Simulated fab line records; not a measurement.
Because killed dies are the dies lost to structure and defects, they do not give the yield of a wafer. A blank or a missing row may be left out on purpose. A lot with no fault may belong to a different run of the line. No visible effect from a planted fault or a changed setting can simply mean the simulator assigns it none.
The same fault as seen by 2 desks || flow gf180mcu || each desk holds nothing but its own numbers, with what lay behind them at the end

## THE METROLOGY DESK
Means of the sampled wafers that have a number, per lot and without regard to the tool the lot ran on: this is what the gauges read. Any lot whose mean is over 4 standard deviations away from the usual mean is out of limits and marked OUT; that distance is given in the brackets.
Columns: A = V4_CVD_00_THK at GF_V4_THK_MEAS_01, usual 591 nm; B = V4_W_THK at GF_V4_THK_MEAS_25, usual 348 nm
{"lot": "L518", "first seen here": "day 23 12:07", "A": 588, "B": 353}
{"lot": "L519", "first seen here": "day 23 23:43", "A": 587, "B": 344}
{"lot": "L520", "first seen here": "day 24 04:59", "A": 589, "B": 350}
{"lot": "L521", "first seen here": "day 24 14:54", "A": 589, "B": 344}
{"lot": "L523", "first seen here": "day 25 06:14", "A": 592, "B": 342}
{"lot": "L524", "first seen here": "day 25 19:11", "A": 589, "B": 353}
{"lot": "L526", "first seen here": "day 26 09:19", "A": 585, "B": 350}
{"lot": "L529", "first seen here": "day 27 06:38", "A": 586, "B": 343}
{"lot": "L530", "first seen here": "day 27 20:11", "A": 600, "B": 341}
{"lot": "L531", "first seen here": "day 27 21:03", "A": 587, "B": 357}
{"lot": "L532", "first seen here": "day 28 03:18", "A": 595, "B": 351}
{"lot": "L533", "first seen here": "day 28 14:10", "A": 596, "B": 352}
{"lot": "L535", "first seen here": "day 28 23:19", "A": 585, "B": 340}
This desk found nothing out of limits on any of the 13 lots.

## THE TOOL OWNER'S DESK: lpcvd-01
The tool's own readings at GF_POLY_GATE_CVD_00 (deposits poly-Si, target thk 200 nm, time 1200 s): means of the sampled wafers that have a number, for each lot that ran on this tool. Any lot whose mean is over 4 standard deviations away from the usual mean is out of limits and marked OUT; that distance is given in the brackets.
Columns: A = spike tc bottom C at GF_POLY_GATE_CVD_00, usual 637.4 C; B = zone power centre pct at GF_POLY_GATE_CVD_00, usual 9.5 %
{"lot": "L519", "first seen here": "day 8 20:34", "A": 639.8, "B": 8.9}
{"lot": "L520", "first seen here": "day 9 00:16", "A": 636.6, "B": 8.9}
{"lot": "L521", "first seen here": "day 9 08:09", "A": 639.9, "B": 8.9}
{"lot": "L523", "first seen here": "day 9 18:43", "A": 637.7, "B": 8.8}
{"lot": "L524", "first seen here": "day 10 08:04", "A": 637.0, "B": 8.9}
{"lot": "L526", "first seen here": "day 10 19:33", "A": 638.1, "B": 8.9}
{"lot": "L530", "first seen here": "day 11 23:43", "A": 636.9, "B": 8.9}
{"lot": "L531", "first seen here": "day 12 05:11", "A": 636.6, "B": 8.9}
{"lot": "L533", "first seen here": "day 12 19:34", "A": 636.4, "B": 8.9}
This desk found nothing out of limits on any of the 9 lots.

## BROUGHT TOGETHER
The metrology desk saw nothing out of limits.
Nothing out of limits was seen by the tool owner's desk.

## WHAT THE SIMULATOR PUT IN
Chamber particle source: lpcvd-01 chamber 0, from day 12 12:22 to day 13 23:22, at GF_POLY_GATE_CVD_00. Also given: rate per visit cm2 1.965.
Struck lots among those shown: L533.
